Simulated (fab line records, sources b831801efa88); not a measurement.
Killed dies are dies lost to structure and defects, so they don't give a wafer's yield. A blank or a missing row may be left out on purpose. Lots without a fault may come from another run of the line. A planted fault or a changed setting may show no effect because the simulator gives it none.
fab line records | flow sky130
record lots=5 wafers=15 last_day=50
route steps=708 shown VT_ADJUST_NCORE@124 VT_ADJUST_HVTR@131 VT_ADJUST_PCH@143 SONOS_TUNNEL@154
lots that met no fault: from a run of the same line without faults
start_h: hours from the record's first day to the start of the lot's first wafer shown | wait_h: hours since the lot's step before | " the same as in the row above | L1.1+2: a row that stands for several wafers | - no value, or no start given | * or withheld: withheld | < > ~ a bound
route shown NAME@n: a module of which the file shows steps, and the number in the route of the first | usual: mean/standard deviation of fault-free wafers | same: alike in all rows | chamber/n: place in a boat | sites: the reading at each site | _std_site: their standard deviation | _edge_site: outer sites' mean less inner sites' | radius_mm: how far each site lies from the wafer's centre | mask NAME#n: copy n | behind: the tool/chamber that last shaped the wafer | hold: why the lot was held/for how many hours/how that ended | device: the transistor (n, p or np) that didn't switch | end of line: the same wafers' tests at the end of the route | a step without rows: its recipe alone | killed: dies lost to structure and defects at the first sort, not the wafer's yield | map: a wafer's dies, x killed, . not, _ none there
set.NAME: the setting as run; set.NAME@STEP: as run at that earlier step | model.NAME: the simulator's own value behind a step, which no gauge read
lots at some steps of the route; a table a step, a row a wafer
services: from which hour (start_h, from the record's first day; less than 0 if before it) a tool's chamber was out of use, for how many hours, and why
## steps
# step SKY_VT_ADJUST_NCORE_PEB_05
# recipe temp_c=withheld time_s=* resist=NOVOLAK
# usual chill_plate_temp_C=*
# columns lot.wafer tool chamber start_h wait_h chill_plate_temp_C
L075.1 litho_track-04 0 - - *
L075.4 " 0 " " *
L075.6 " 0 " " *
L079.1 litho_track-02 0 - - *
L079.4 " 0 " " *
L079.5 " 0 " " *
L083.3 litho_track-04 0 - - *
L083.5 " 0 " " *
L083.6 " 0 " " *
L088.1 litho_track-04 0 - - *
L088.3 " 0 " " *
L088.4 " 0 " " *
L095.1 litho_track-01 0 - - *
L095.3 " 0 " " *
L095.5 " 0 " " *
# step SKY_VT_ADJUST_NCORE_DEVELOP_06
# recipe resist=NOVOLAK developer=TMAH develop_time_s=57.12 dev_temp_c=23
# usual chill_plate_temp_C=23.00/0.11
# columns lot.wafer tool chamber start_h wait_h chill_plate_temp_C
L075.1 litho_track-04 0 186.14 0.1 23.22
L075.4 " 0 " " 23.17
L075.6 " 0 " " 23.11
L079.1 litho_track-02 0 213.39 0.1 23.01
L079.4 " 0 " " 22.98
L079.5 " 0 " " 22.95
L083.3 litho_track-04 0 250.19 0.1 22.94
L083.5 " 0 " " 22.93
L083.6 " 0 " " 23.04
L088.1 litho_track-04 0 294.59 0.1 23.00
L088.3 " 0 " " 22.99
L088.4 " 0 " " 22.93
L095.1 litho_track-01 0 330.80 0.1 23.13
L095.3 " 0 " " 23.14
L095.5 " 0 " " 22.93
# step SKY_VT_ADJUST_NCORE_CD_MEAS_07
# recipe target_cd_nm=380
# usual cd_nm=379.5/2.3
# columns lot.wafer tool chamber start_h wait_h cd_nm
L075.1 cd_sem-01 - 186.29 0.1 378.4
L075.4 " - " " 376.6
L075.6 " - " " 377.2
L079.1 cd_sem-01 - 213.54 0.1 376.3
L079.4 " - " " 379.6
L079.5 " - " " 378.3
L083.3 cd_sem-01 - 250.33 0.1 379.5
L083.5 " - " " 379.0
L083.6 " - " " 381.3
L088.1 cd_sem-02 - 294.74 0.1 377.8
L088.3 " - " " 380.4
L088.4 " - " " 378.2
L095.1 cd_sem-02 - 330.95 0.1 379.1
L095.3 " - " " 380.8
L095.5 " - " " 378.8
# step SKY_VT_ADJUST_NCORE_OVL_MEAS_08
# usual VT_ADJUST_NCORE_OVL=-0.5/1.4
# columns lot.wafer tool chamber start_h wait_h VT_ADJUST_NCORE_OVL[nm]
L075.1 overlay-01 - 186.41 0.1 1.7
L075.4 " - " " 1.7
L075.6 " - " " -0.2
L079.1 overlay-02 - 213.66 0.1 0.8
L079.4 " - " " -1.0
L079.5 " - " " 1.1
L083.3 overlay-01 - 250.42 0.1 -1.2
L083.5 " - " " -1.5
L083.6 " - " " -0.7
L088.1 overlay-02 - 294.86 0.1 0.3
L088.3 " - " " -0.9
L088.4 " - " " -0.8
L095.1 overlay-01 - 331.07 0.1 -1.7
L095.3 " - " " -2.8
L095.5 " - " " -2.8
# step SKY_VT_ADJUST_NCORE_IMPLANT_09
# recipe species=B energy_kev=10 dose_cm2=2.4e+12 tilt_deg=withheld
# usual end_station_pressure_torr=5.01e-06/2.7e-07
# columns lot.wafer tool chamber start_h wait_h end_station_pressure_torr
L075.1 implanter-03 0 186.45 0.0 4.59e-06
L075.4 " 0 " " 5.17e-06
L075.6 " 0 " " 4.53e-06
L079.1 implanter-03 0 213.70 0.0 5.45e-06
L079.4 " 0 " " 4.88e-06
L079.5 " 0 " " 4.75e-06
L083.3 implanter-01 0 250.50 0.1 5.3e-06
L083.5 " 0 " " 5.1e-06
L083.6 " 0 " " 5.37e-06
L088.1 implanter-03 0 294.90 0.0 5.22e-06
L088.3 " 0 " " 5.2e-06
L088.4 " 0 " " 5.24e-06
L095.1 implanter-02 0 331.10 0.0 4.44e-06
L095.3 " 0 " " 5.09e-06
L095.5 " 0 " " 5.01e-06
# step SKY_VT_ADJUST_NCORE_STRIP_10
# recipe chemistry=O2/N2 power_w=1400 pressure_mtorr=1500 platen_temp_c=withheld o2_flow_sccm=3000 n2_flow_sccm=300 overash_fraction=0.5
# usual drypump_motor_current_A=5.39/0.19 o2_flow_sccm=3000/8.7 oes_product_au=0.716/0.0045 strip_time_to_endpoint_s=14.17/0.052
# columns lot.wafer tool chamber start_h wait_h drypump_motor_current_A o2_flow_sccm oes_product_au rf_hours_counter_h strip_time_to_endpoint_s
L075.1 plasma_asher-01 0 186.60 0.1 5.44 2995 0.713 7 14.23
L075.4 " 0 " " 5.44 3009 0.712 - 14.19
L075.6 " 1 " " 5.49 2986 0.727 - 14.17
L079.1 plasma_asher-04 0 213.85 0.1 5.32 2987 0.718 40 14.29
L079.4 " 0 " " 5.37 2985 0.710 - 14.22
L079.5 " 0 " " 5.34 3013 0.723 - 14.27
L083.3 plasma_asher-04 1 250.63 0.1 4.98 2987 0.723 - 14.21
L083.5 " 0 " " 5.36 3006 0.717 - 14.17
L083.6 " 1 " " 4.99 2993 0.718 - 14.18
L088.1 plasma_asher-04 0 295.05 0.1 5.35 3004 0.708 48 14.16
L088.3 " 0 " " 5.34 2999 0.714 - 14.11
L088.4 " 1 " " 4.98 3001 0.718 - 14.12
L095.1 plasma_asher-01 1 331.25 0.1 5.46 2991 0.720 21 14.26
L095.3 " 0 " " 5.42 3005 0.722 - 14.22
L095.5 " 1 " " 5.46 2983 0.710 - 14.29
# step SKY_VT_ADJUST_NCORE_TW_MEAS_11
# usual VT_ADJUST_NCORE_TW=218.1/1.4
# columns lot.wafer tool chamber start_h wait_h VT_ADJUST_NCORE_TW
L075.1 film_metro-03 - 186.70 0.1 219.6
L075.4 " - " " 219.9
L075.6 " - " " 219.9
L079.1 film_metro-03 - 213.95 0.1 217.7
L079.4 " - " " 217.5
L079.5 " - " " 217.9
L083.3 film_metro-03 - 250.72 0.1 218.9
L083.5 " - " " 218.7
L083.6 " - " " 219.9
L088.1 film_metro-03 - 295.15 0.1 218.3
L088.3 " - " " 219.3
L088.4 " - " " 218.3
L095.1 film_metro-02 - 331.35 0.1 219.7
L095.3 " - " " 219.2
L095.5 " - " " 219.7
# step SKY_VT_ADJUST_HVTR_DEHYDRATE_00
# recipe temp_c=200 time_s=60
# usual chill_plate_temp_C=23.00/0.1 heater_power_total_W=160.35/0.13
# columns lot.wafer tool chamber start_h wait_h chill_plate_temp_C heater_power_total_W
L075.1 litho_track-02 0 196.79 10.1 23.04 160.26
L075.4 " 0 " " 23.07 160.51
L075.6 " 0 " " 22.93 160.16
L079.1 litho_track-02 0 224.79 10.8 23.05 160.17
L079.4 " 0 " " 23.02 160.30
L079.5 " 0 " " 22.87 160.18
L083.3 litho_track-04 0 262.14 11.4 23.15 160.32
L083.5 " 0 " " 23.18 160.50
L083.6 " 0 " " 23.05 160.60
L088.1 litho_track-04 0 307.39 12.2 22.99 160.54
L088.3 " 0 " " 23.12 160.33
L088.4 " 0 " " 23.00 160.23
L095.1 litho_track-02 0 343.94 12.6 22.99 160.50
L095.3 " 0 " " 23.08 160.21
L095.5 " 0 " " 22.99 160.14
# step SKY_VT_ADJUST_HVTR_HMDS_01
# recipe prime_time_s=60 prime_temp_c=120
# usual chill_plate_temp_C=23.02/0.11
# columns lot.wafer tool chamber start_h wait_h chill_plate_temp_C
L075.1 litho_track-02 0 196.94 0.1 23.07
L075.4 " 0 " " 23.06
L075.6 " 0 " " 22.99
L079.1 litho_track-02 0 224.94 0.1 22.86
L079.4 " 0 " " 22.80
L079.5 " 0 " " 22.89
L083.3 litho_track-04 0 262.29 0.1 23.08
L083.5 " 0 " " 22.92
L083.6 " 0 " " 23.00
L088.1 litho_track-04 0 307.54 0.1 23.08
L088.3 " 0 " " 23.09
L088.4 " 0 " " 23.08
L095.1 litho_track-02 0 344.09 0.1 22.94
L095.3 " 0 " " 22.76
L095.5 " 0 " " 22.96
# step SKY_VT_ADJUST_HVTR_COAT_02
# recipe resist=NOVOLAK spin_rpm=3000 resist_thk_nm=1140
# usual chill_plate_temp_C=22.99/0.096
# columns lot.wafer tool chamber start_h wait_h chill_plate_temp_C
L075.1 litho_track-02 0 197.09 0.1 23.01
L075.4 " 0 " " 22.88
L075.6 " 0 " " 23.03
L079.1 litho_track-02 0 225.09 0.1 23.01
L079.4 " 0 " " 22.90
L079.5 " 0 " " 22.80
L083.3 litho_track-04 0 262.44 0.1 22.99
L083.5 " 0 " " 22.83
L083.6 " 0 " " 22.80
L088.1 litho_track-04 0 307.69 0.1 22.88
L088.3 " 0 " " 23.04
L088.4 " 0 " " 23.11
L095.1 litho_track-02 0 344.24 0.1 22.97
L095.3 " 0 " " 22.94
L095.5 " 0 " " 22.85
# step SKY_VT_ADJUST_HVTR_SOFTBAKE_03
# recipe temp_c=90 time_s=60 resist=NOVOLAK
# usual chill_plate_temp_C=22.99/0.099 heater_power_total_W=56.60/0.043
# columns lot.wafer tool chamber start_h wait_h chill_plate_temp_C heater_power_total_W
L075.1 litho_track-02 0 197.24 0.1 23.10 56.62
L075.4 " 0 " " 23.01 56.64
L075.6 " 0 " " 23.05 56.52
L079.1 litho_track-02 0 225.24 0.1 23.10 56.59
L079.4 " 0 " " 23.12 56.63
L079.5 " 0 " " 23.03 56.60
L083.3 litho_track-04 0 262.59 0.1 23.12 56.55
L083.5 " 0 " " 23.13 56.64
L083.6 " 0 " " 22.88 56.58
L088.1 litho_track-04 0 307.84 0.1 23.02 56.61
L088.3 " 0 " " 23.07 56.63
L088.4 " 0 " " 23.05 56.54
L095.1 litho_track-02 0 344.39 0.1 22.89 56.66
L095.3 " 0 " " 22.89 56.64
L095.5 " 0 " " 22.86 56.59
# step SKY_VT_ADJUST_HVTR_EXPOSE_04
# recipe mask_id=HVTRM target_cd_nm=380 na=0.6 source_shape=conventional sigma_outer=0.6 dose_mj=150
# columns lot.wafer tool chamber start_h wait_h mask
L075.1+4+6 iline_stepper-02 0 - - HVTRM#0
L079.1+4+5 iline_stepper-01 0 - - HVTRM#0
L083.3+5+6 iline_stepper-01 0 - - HVTRM#0
L088.1+3+4 iline_stepper-02 0 - - HVTRM#0
L095.1+3+5 iline_stepper-01 0 - - HVTRM#0
# step SKY_VT_ADJUST_HVTR_PEB_05
# recipe temp_c=withheld time_s=* resist=NOVOLAK
# usual chill_plate_temp_C=*
# columns lot.wafer tool chamber start_h wait_h chill_plate_temp_C
L075.1 litho_track-03 0 - - *
L075.4 " 0 " " *
L075.6 " 0 " " *
L079.1 litho_track-04 0 - - *
L079.4 " 0 " " *
L079.5 " 0 " " *
L083.3 litho_track-04 0 - - *
L083.5 " 0 " " *
L083.6 " 0 " " *
L088.1 litho_track-02 0 - - *
L088.3 " 0 " " *
L088.4 " 0 " " *
L095.1 litho_track-02 0 - - *
L095.3 " 0 " " *
L095.5 " 0 " " *
# step SKY_VT_ADJUST_HVTR_DEVELOP_06
# recipe develop_time_s=60 dev_temp_c=23
# usual chill_plate_temp_C=23.01/0.097
# columns lot.wafer tool chamber start_h wait_h chill_plate_temp_C
L075.1 litho_track-03 0 207.18 0.1 23.03
L075.4 " 0 " " 22.83
L075.6 " 0 " " 23.08
L079.1 litho_track-04 0 237.14 0.1 22.97
L079.4 " 0 " " 23.08
L079.5 " 0 " " 23.04
L083.3 litho_track-04 0 274.74 0.1 22.92
L083.5 " 0 " " 22.93
L083.6 " 0 " " 23.20
L088.1 litho_track-02 0 320.94 0.1 22.81
L088.3 " 0 " " 22.84
L088.4 " 0 " " 22.86
L095.1 litho_track-02 0 358.84 0.1 22.96
L095.3 " 0 " " 22.93
L095.5 " 0 " " 23.01
# step SKY_VT_ADJUST_HVTR_CD_MEAS_07
# recipe target_cd_nm=380
# usual cd_nm=381.0/2.6
# columns lot.wafer tool chamber start_h wait_h cd_nm
L075.1 cd_sem-01 - 207.33 0.1 380.2
L075.4 " - " " 378.4
L075.6 " - " " 379.4
L079.1 cd_sem-01 - 237.29 0.1 384.6
L079.4 " - " " 384.6
L079.5 " - " " 385.1
L083.3 cd_sem-01 - 274.88 0.1 379.6
L083.5 " - " " 378.2
L083.6 " - " " 381.4
L088.1 cd_sem-02 - 321.09 0.1 380.8
L088.3 " - " " 381.4
L088.4 " - " " 381.1
L095.1 cd_sem-02 - 358.99 0.1 378.8
L095.3 " - " " 378.9
L095.5 " - " " 379.0
# step SKY_VT_ADJUST_HVTR_OVL_MEAS_08
# usual VT_ADJUST_HVTR_OVL=-0.5/1.3
# columns lot.wafer tool chamber start_h wait_h VT_ADJUST_HVTR_OVL[nm]
L075.1 overlay-02 - 207.45 0.1 0.1
L075.4 " - " " -0.2
L075.6 " - " " 0.0
L079.1 overlay-02 - 237.41 0.1 -1.2
L079.4 " - " " -0.7
L079.5 " - " " -0.7
L083.3 overlay-02 - 274.97 0.1 -1.8
L083.5 " - " " -1.2
L083.6 " - " " -1.7
L088.1 overlay-01 - 321.21 0.1 -0.4
L088.3 " - " " -0.6
L088.4 " - " " -2.4
L095.1 overlay-01 - 359.11 0.1 -1.3
L095.3 " - " " -0.1
L095.5 " - " " -0.3
# step SKY_VT_ADJUST_HVTR_IMPLANT_09
# recipe species=B energy_kev=10 dose_cm2=2.1e+12 tilt_deg=withheld
# usual end_station_pressure_torr=5.03e-06/2.8e-07
# columns lot.wafer tool chamber start_h wait_h end_station_pressure_torr
L075.1 implanter-01 0 207.48 0.0 5.12e-06
L075.4 " 0 " " 4.97e-06
L075.6 " 0 " " 4.58e-06
L079.1 implanter-01 0 237.45 0.0 4.71e-06
L079.4 " 0 " " 5.15e-06
L079.5 " 0 " " 4.77e-06
L083.3 implanter-02 0 275.05 0.1 5.17e-06
L083.5 " 0 " " 4.8e-06
L083.6 " 0 " " 4.98e-06
L088.1 implanter-04 0 321.25 0.0 4.85e-06
L088.3 " 0 " " 5.18e-06
L088.4 " 0 " " 5.59e-06
L095.1 implanter-04 0 359.15 0.0 5.05e-06
L095.3 " 0 " " 5.14e-06
L095.5 " 0 " " 5.02e-06
# step SKY_VT_ADJUST_HVTR_STRIP_10
# recipe chemistry=O2/N2 power_w=1400 pressure_mtorr=1500 platen_temp_c=withheld o2_flow_sccm=3000 n2_flow_sccm=300 overash_fraction=0.5
# usual drypump_motor_current_A=5.6/0.32 o2_flow_sccm=2999/8.3 oes_product_au=0.716/0.0046 strip_time_to_endpoint_s=14.19/0.039
# columns lot.wafer tool chamber start_h wait_h drypump_motor_current_A o2_flow_sccm oes_product_au rf_hours_counter_h strip_time_to_endpoint_s
L075.1 plasma_asher-02 1 207.63 0.1 5.5 2999 0.724 50 14.15
L075.4 " 0 " " 5.6 2998 0.712 - 14.19
L075.6 " 0 " " 5.6 2995 0.708 - 14.15
L079.1 plasma_asher-02 1 237.60 0.1 5.5 2998 0.714 53 14.14
L079.4 " 0 " " 5.6 2997 0.720 - 14.18
L079.5 " 1 " " 5.5 2999 0.716 - 14.12
L083.3 plasma_asher-03 0 275.18 0.1 6.0 2998 0.713 - 14.17
L083.5 " 1 " " 5.9 2993 0.715 - 14.18
L083.6 " 0 " " 6.0 3002 0.716 - 14.16
L088.1 plasma_asher-02 0 321.40 0.1 5.6 3000 0.713 61 14.08
L088.3 " 0 " " 5.6 2988 0.723 - 14.17
L088.4 " 1 " " 5.5 2982 0.714 - 14.16
L095.1 plasma_asher-02 0 359.30 0.1 5.6 3009 0.709 64 14.17
L095.3 " 1 " " 5.5 3002 0.724 - 14.16
L095.5 " 1 " " 5.5 3008 0.718 - 14.17
# step SKY_VT_ADJUST_HVTR_TW_MEAS_11
# usual VT_ADJUST_HVTR_TW=209.5/2.4
# columns lot.wafer tool chamber start_h wait_h VT_ADJUST_HVTR_TW
L075.1 film_metro-01 - 207.73 0.1 206.0
L075.4 " - " " 207.3
L075.6 " - " " 207.2
L079.1 film_metro-04 - 237.70 0.1 211.4
L079.4 " - " " 212.8
L079.5 " - " " 211.5
L083.3 film_metro-03 - 275.27 0.1 210.1
L083.5 " - " " 210.3
L083.6 " - " " 209.8
L088.1 film_metro-01 - 321.50 0.1 208.6
L088.3 " - " " 210.2
L088.4 " - " " 207.8
L095.1 film_metro-03 - 359.40 0.1 207.6
L095.3 " - " " 208.2
L095.5 " - " " 208.4
# step SKY_VT_ADJUST_PCH_DEHYDRATE_00
# recipe temp_c=200 time_s=60
# usual chill_plate_temp_C=23.01/0.11 heater_power_total_W=160.36/0.12
# columns lot.wafer tool chamber start_h wait_h chill_plate_temp_C heater_power_total_W
L075.1 litho_track-04 0 218.54 10.8 23.04 160.35
L075.4 " 0 " " 23.22 160.27
L075.6 " 0 " " 23.15 160.37
L079.1 litho_track-04 0 249.34 11.6 22.92 160.50
L079.4 " 0 " " 22.94 160.57
L079.5 " 0 " " 23.08 160.46
L083.3 litho_track-04 0 286.99 11.7 23.03 160.34
L083.5 " 0 " " 22.88 160.22
L083.6 " 0 " " 22.94 160.48
L088.1 litho_track-01 0 333.80 12.3 22.96 160.42
L088.3 " 0 " " 22.97 160.36
L088.4 " 0 " " 23.03 160.14
L095.1 litho_track-03 0 372.18 12.8 22.93 160.32
L095.3 " 0 " " 22.89 160.58
L095.5 " 0 " " 23.04 160.31
# step SKY_VT_ADJUST_PCH_HMDS_01
# recipe prime_time_s=60 prime_temp_c=120
# usual chill_plate_temp_C=23.00/0.094
# columns lot.wafer tool chamber start_h wait_h chill_plate_temp_C
L075.1 litho_track-04 0 218.69 0.1 22.96
L075.4 " 0 " " 22.91
L075.6 " 0 " " 22.96
L079.1 litho_track-04 0 249.49 0.1 22.94
L079.4 " 0 " " 22.97
L079.5 " 0 " " 23.09
L083.3 litho_track-04 0 287.14 0.1 23.06
L083.5 " 0 " " 22.98
L083.6 " 0 " " 23.06
L088.1 litho_track-01 0 333.95 0.1 22.84
L088.3 " 0 " " 22.98
L088.4 " 0 " " 22.90
L095.1 litho_track-03 0 372.33 0.1 22.97
L095.3 " 0 " " 22.99
L095.5 " 0 " " 22.96
# step SKY_VT_ADJUST_PCH_COAT_02
# recipe spin_rpm=2000 resist_thk_nm=3000
# usual chill_plate_temp_C=23.00/0.1
# columns lot.wafer tool chamber start_h wait_h chill_plate_temp_C
L075.1 litho_track-04 0 218.84 0.1 22.82
L075.4 " 0 " " 22.90
L075.6 " 0 " " 22.90
L079.1 litho_track-04 0 249.64 0.1 22.99
L079.4 " 0 " " 23.03
L079.5 " 0 " " 23.22
L083.3 litho_track-04 0 287.29 0.1 23.02
L083.5 " 0 " " 23.26
L083.6 " 0 " " 22.98
L088.1 litho_track-01 0 334.10 0.1 23.12
L088.3 " 0 " " 23.12
L088.4 " 0 " " 23.19
L095.1 litho_track-03 0 372.48 0.1 23.07
L095.3 " 0 " " 23.04
L095.5 " 0 " " 22.98
# step SKY_VT_ADJUST_PCH_SOFTBAKE_03
# recipe temp_c=110 time_s=withheld
# usual chill_plate_temp_C=22.96/0.11 heater_power_total_W=65.32/0.14
# columns lot.wafer tool chamber start_h wait_h chill_plate_temp_C heater_power_total_W
L075.1 litho_track-04 0 218.99 0.1 23.10 65.25
L075.4 " 0 " " 23.01 65.24
L075.6 " 0 " " 23.10 65.46
L079.1 litho_track-04 0 249.79 0.1 22.75 65.19
L079.4 " 0 " " 22.97 65.22
L079.5 " 0 " " 23.07 65.43
L083.3 litho_track-04 0 287.46 0.1 23.07 65.07
L083.5 " 0 " " 23.02 65.31
L083.6 " 0 " " 23.03 65.36
L088.1 litho_track-01 0 334.25 0.1 22.96 65.49
L088.3 " 0 " " 22.94 65.24
L088.4 " 0 " " 23.05 65.47
L095.1 litho_track-03 0 372.63 0.1 22.79 65.43
L095.3 " 0 " " 22.81 65.53
L095.5 " 0 " " 22.97 65.53
# step SKY_VT_ADJUST_PCH_EXPOSE_04
# recipe mask_id=NWM na=0.6 source_shape=conventional sigma_outer=0.6 polarization=unpolarized target_cd_nm=840 dose_mj=255
# columns lot.wafer tool chamber start_h wait_h mask
L075.1+4+6 iline_stepper-01 0 - - NWM#0
L079.1+4+5 iline_stepper-01 0 - - NWM#0
L083.3+5+6 iline_stepper-02 0 - - NWM#0
L088.1+3+4 iline_stepper-02 0 - - NWM#0
L095.1+3+5 iline_stepper-01 0 - - NWM#0
# step SKY_VT_ADJUST_PCH_PEB_05
# recipe temp_c=115 time_s=withheld
# usual chill_plate_temp_C=23.00/0.1 heater_power_total_W=69.33/0.13
# columns lot.wafer tool chamber start_h wait_h chill_plate_temp_C heater_power_total_W
L075.1 litho_track-04 0 - - 23.05 69.37
L075.4 " 0 " " 22.83 69.42
L075.6 " 0 " " 23.14 69.25
L079.1 litho_track-01 0 - - 23.05 69.21
L079.4 " 0 " " 23.04 69.35
L079.5 " 0 " " 23.04 69.19
L083.3 litho_track-04 0 - - 23.05 69.18
L083.5 " 0 " " 23.02 69.39
L083.6 " 0 " " 23.08 69.14
L088.1 litho_track-04 0 - - 23.06 69.18
L088.3 " 0 " " 23.06 69.23
L088.4 " 0 " " 22.97 69.17
L095.1 litho_track-01 0 - - 23.05 69.44
L095.3 " 0 " " 22.91 69.35
L095.5 " 0 " " 22.94 69.41
# step SKY_VT_ADJUST_PCH_DEVELOP_06
# recipe wall_angle_deg=90 developer=TMAH develop_time_s=60 dev_temp_c=23
# usual chill_plate_temp_C=23.03/0.12
# columns lot.wafer tool chamber start_h wait_h chill_plate_temp_C
L075.1 litho_track-04 0 - - 23.16
L075.4 " 0 " " 23.06
L075.6 " 0 " " 22.98
L079.1 litho_track-01 0 - - 23.01
L079.4 " 0 " " 23.02
L079.5 " 0 " " 23.16
L083.3 litho_track-04 0 - - 22.93
L083.5 " 0 " " 23.13
L083.6 " 0 " " 23.13
L088.1 litho_track-04 0 - - 23.17
L088.3 " 0 " " 23.04
L088.4 " 0 " " 23.19
L095.1 litho_track-01 0 - - 23.06
L095.3 " 0 " " 23.00
L095.5 " 0 " " 23.00
# step SKY_VT_ADJUST_PCH_OVL_MEAS_07
# usual VT_ADJUST_PCH_OVL=-2.2/1.4
# columns lot.wafer tool chamber start_h wait_h VT_ADJUST_PCH_OVL[nm]
L075.1 overlay-01 - 230.44 - -2.2
L075.4 " - " " -0.2
L075.6 " - " " -0.7
L079.1 overlay-02 - 261.50 - -2.0
L079.4 " - " " -3.2
L079.5 " - " " -2.6
L083.3 overlay-02 - 300.70 - -3.4
L083.5 " - " " -4.7
L083.6 " - " " -2.8
L088.1 overlay-01 - 347.74 - -3.6
L088.3 " - " " -4.3
L088.4 " - " " -5.0
L095.1 overlay-02 - 387.60 - -0.5
L095.3 " - " " -3.0
L095.5 " - " " -2.0
# step SKY_VT_ADJUST_PCH_IMPLANT_08
# recipe species=B energy_kev=10 dose_cm2=4.905e+11 tilt_deg=withheld
# usual end_station_pressure_torr=4.98e-06/2.6e-07
# columns lot.wafer tool chamber start_h wait_h end_station_pressure_torr
L075.1 implanter-03 0 230.48 0.0 5.42e-06
L075.4 " 0 " " 4.92e-06
L075.6 " 0 " " 4.54e-06
L079.1 implanter-02 0 261.53 0.0 5.2e-06
L079.4 " 0 " " 4.87e-06
L079.5 " 0 " " 5.01e-06
L083.3 implanter-04 0 300.78 0.1 5.29e-06
L083.5 " 0 " " 4.6e-06
L083.6 " 0 " " 5.21e-06
L088.1 implanter-02 0 347.78 0.0 4.76e-06
L088.3 " 0 " " 5.03e-06
L088.4 " 0 " " 5.33e-06
L095.1 implanter-02 0 387.63 0.0 5.01e-06
L095.3 " 0 " " 4.79e-06
L095.5 " 0 " " 4.96e-06
# step SKY_VT_ADJUST_PCH_STRIP_09
# recipe chemistry=O2/N2 power_w=1400 pressure_mtorr=1500 platen_temp_c=withheld o2_flow_sccm=3000 n2_flow_sccm=300 overash_fraction=0.5
# usual drypump_motor_current_A=5.64/0.21 o2_flow_sccm=3000/8.3 oes_product_au=0.723/0.0046 strip_time_to_endpoint_s=36.94/0.1
# columns lot.wafer tool chamber start_h wait_h drypump_motor_current_A o2_flow_sccm oes_product_au rf_hours_counter_h strip_time_to_endpoint_s
L075.1 plasma_asher-01 0 230.63 0.1 5.45 2997 0.723 11 36.95
L075.4 " 1 " " 5.47 3000 0.718 - 36.96
L075.6 " 1 " " 5.48 3006 0.720 - 36.99
L079.1 plasma_asher-02 1 261.68 0.1 5.48 2994 0.716 55 37.00
L079.4 " 1 " " 5.48 2994 0.716 - 37.02
L079.5 " 0 " " 5.59 2986 0.724 - 37.13
L083.3 plasma_asher-01 1 300.91 0.1 5.49 3013 0.722 - 36.99
L083.5 " 0 " " 5.44 3005 0.727 - 36.87
L083.6 " 1 " " 5.47 3016 0.718 - 36.90
L088.1 plasma_asher-01 0 347.93 0.1 5.43 2992 0.726 22 37.11
L088.3 " 1 " " 5.45 2992 0.717 - 37.00
L088.4 " 0 " " 5.45 3000 0.722 - 37.01
L095.1 plasma_asher-01 1 387.78 0.1 5.47 3006 0.721 26 36.82
L095.3 " 1 " " 5.51 3010 0.723 - 36.82
L095.5 " 1 " " 5.48 3009 0.717 - 36.83
# step SKY_VT_ADJUST_PCH_TW_MEAS_10
# usual VT_ADJUST_PCH_TW=142.0/1.4
# columns lot.wafer tool chamber start_h wait_h VT_ADJUST_PCH_TW
L075.1 film_metro-04 - 230.73 0.1 142.8
L075.4 " - " " 142.6
L075.6 " - " " 142.7
L079.1 film_metro-02 - 261.78 0.1 141.9
L079.4 " - " " 141.9
L079.5 " - " " 141.8
L083.3 film_metro-02 - 301.00 0.1 142.2
L083.5 " - " " 142.3
L083.6 " - " " 141.5
L088.1 film_metro-04 - 348.03 0.1 143.8
L088.3 " - " " 143.9
L088.4 " - " " 142.9
L095.1 film_metro-02 - 387.88 0.1 141.8
L095.3 " - " " 142.1
L095.5 " - " " 141.8
# step SKY_SONOS_TUNNEL_DEHYDRATE_00
# recipe temp_c=200 time_s=60
# usual chill_plate_temp_C=23.01/0.096 heater_power_total_W=160.36/0.12
# columns lot.wafer tool chamber start_h wait_h chill_plate_temp_C heater_power_total_W
L075.1 litho_track-03 0 241.93 11.2 22.93 160.40
L075.4 " 0 " " 22.93 160.38
L075.6 " 0 " " 23.04 160.37
L079.1 litho_track-02 0 273.29 11.5 22.97 160.28
L079.4 " 0 " " 23.19 160.49
L079.5 " 0 " " 22.94 160.38
L083.3 litho_track-01 0 313.25 12.2 23.16 160.17
L083.5 " 0 " " 23.04 160.44
L083.6 " 0 " " 23.10 160.40
L088.1 litho_track-01 0 361.10 13.1 23.02 160.25
L088.3 " 0 " " 23.03 160.38
L088.4 " 0 " " 22.96 160.39
L095.1 litho_track-03 0 401.23 13.3 22.98 160.32
L095.3 " 0 " " 22.97 160.48
L095.5 " 0 " " 22.85 160.38
# step SKY_SONOS_TUNNEL_HMDS_01
# recipe prime_time_s=60 prime_temp_c=120
# usual chill_plate_temp_C=23.01/0.13
# columns lot.wafer tool chamber start_h wait_h chill_plate_temp_C
L075.1 litho_track-03 0 242.08 0.1 23.01
L075.4 " 0 " " 22.97
L075.6 " 0 " " 22.81
L079.1 litho_track-02 0 273.44 0.1 23.25
L079.4 " 0 " " 23.18
L079.5 " 0 " " 23.14
L083.3 litho_track-01 0 313.40 0.1 23.24
L083.5 " 0 " " 23.11
L083.6 " 0 " " 23.23
L088.1 litho_track-01 0 361.25 0.1 22.96
L088.3 " 0 " " 23.10
L088.4 " 0 " " 22.90
L095.1 litho_track-03 0 401.38 0.1 23.01
L095.3 " 0 " " 22.88
L095.5 " 0 " " 22.99
# step SKY_SONOS_TUNNEL_COAT_02
# recipe resist=NOVOLAK spin_rpm=3000 resist_thk_nm=1140
# usual chill_plate_temp_C=23.00/0.1
# columns lot.wafer tool chamber start_h wait_h chill_plate_temp_C
L075.1 litho_track-03 0 242.23 0.1 22.90
L075.4 " 0 " " 23.01
L075.6 " 0 " " 23.03
L079.1 litho_track-02 0 273.59 0.1 22.98
L079.4 " 0 " " 23.04
L079.5 " 0 " " 23.07
L083.3 litho_track-01 0 313.55 0.1 22.88
L083.5 " 0 " " 23.02
L083.6 " 0 " " 23.02
L088.1 litho_track-01 0 361.40 0.1 23.04
L088.3 " 0 " " 23.07
L088.4 " 0 " " 23.10
L095.1 litho_track-03 0 401.53 0.1 23.03
L095.3 " 0 " " 22.95
L095.5 " 0 " " 22.96
## services
# columns tool chamber start_h hours kind
implanter-01 - 172.42 5.5 pm
implanter-02 - 185.39 3.7 repair
implanter-02 - 186.50 4.1 repair
iline_stepper-02 - 186.65 2.8 repair
plasma_asher-02 - 191.94 1.1 repair
implanter-04 - 199.06 9.6 repair
implanter-04 - 229.86 1.6 repair
iline_stepper-02 - 230.48 1.7 pm
implanter-04 - 233.16 2.6 pm
implanter-03 - 254.54 4.0 pm
implanter-02 - 277.49 3.7 pm
implanter-04 - 292.20 2.7 repair
iline_stepper-01 - 299.04 1.7 pm
iline_stepper-01 - 300.71 4.4 pm
plasma_asher-03 - 333.11 1.4 repair
iline_stepper-01 - 334.40 6.6 repair
implanter-04 - 338.89 13.8 repair
implanter-02 - 339.65 2.0 repair
implanter-03 - 350.38 4.5 repair
## key
fault none
